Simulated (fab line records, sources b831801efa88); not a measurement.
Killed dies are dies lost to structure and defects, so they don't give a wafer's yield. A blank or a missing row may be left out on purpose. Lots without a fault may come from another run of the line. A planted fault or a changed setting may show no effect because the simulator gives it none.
One fault seen from 2 desks | flow gf180mcu | each desk has only its own numbers; what lay behind them comes last

THE TOOL OWNER'S DESK: cmp-02
The tool's own readings at GF_V1_CMP_04 (polishes SiO2): means of the sampled wafers that have a number, for each lot that ran on this tool. A lot is out of limits, marked OUT, if its mean lies more than 4 standard deviations from the usual mean; the brackets give that distance.
Columns: A = edge_zone_pressure_frac at GF_V1_CMP_04, usual 0.999; B = head_pressure_psi at GF_V1_CMP_04, usual 3.998 psi; C = motor_current_A at GF_V1_CMP_04, usual 12.5 A; D = slurry_filter_dp_kPa at GF_V1_CMP_04, usual 13.49 kPa; E = time_to_endpoint_s at GF_V1_CMP_04, usual 80 s
lot  | first seen here | A     | B     | C    | D     | E
L947 | day 16 22:25    | 1.003 | 3.996 | 12.6 | 13.54 | 79
L959 | day 21 14:56    | 0.999 | 3.999 | 12.4 | 13.43 | 88
L962 | day 22 19:38    | 0.998 | 3.997 | 12.6 | 13.44 | 84
L963 | day 23 02:27    | 0.998 | 4.000 | 12.6 | 13.59 | 84
L965 | day 23 13:22    | 0.998 | 4.004 | 12.0 | 13.46 | 74
L966 | day 24 01:28    | 0.998 | 4.001 | 12.5 | 13.55 | 85
L968 | day 24 17:04    | 0.998 | 4.006 | 12.5 | 13.49 | 84
L969 | day 25 00:56    | 0.997 | 4.005 | 12.2 | 13.63 | 82
L970 | day 25 09:48    | 1.000 | 3.996 | 12.5 | 13.59 | 75
This desk's finding: nothing out of limits on any of the 9 lots.

THE METROLOGY DESK
What the gauges read, lot by lot, whatever tool the lot ran on: means of the sampled wafers that have a number. A lot is out of limits, marked OUT, if its mean lies more than 4 standard deviations from the usual mean; the brackets give that distance.
Columns: A = V1_BOW at GF_V1_BOW_MEAS_05, usual 84 um
lot  | first seen here | A
L947 | day 16 22:40    | 82
L950 | day 18 06:25    | 75
L952 | day 19 01:54    | 89
L953 | day 19 11:25    | 97
L959 | day 21 15:08    | 84
L960 | day 22 06:49    | 88
L962 | day 22 19:58    | 83
L963 | day 23 02:46    | 85
L964 | day 23 09:11    | 88
L965 | day 23 13:40    | 89
L966 | day 24 01:49    | 88
L968 | day 24 17:23    | 93
L969 | day 25 01:14    | 82
L970 | day 25 10:03    | 87
This desk's finding: nothing out of limits on any of the 14 lots.

PUT TOGETHER
The tool owner's desk saw nothing out of limits.
The metrology desk saw nothing out of limits.

WHAT THE SIMULATOR HAD PUT IN
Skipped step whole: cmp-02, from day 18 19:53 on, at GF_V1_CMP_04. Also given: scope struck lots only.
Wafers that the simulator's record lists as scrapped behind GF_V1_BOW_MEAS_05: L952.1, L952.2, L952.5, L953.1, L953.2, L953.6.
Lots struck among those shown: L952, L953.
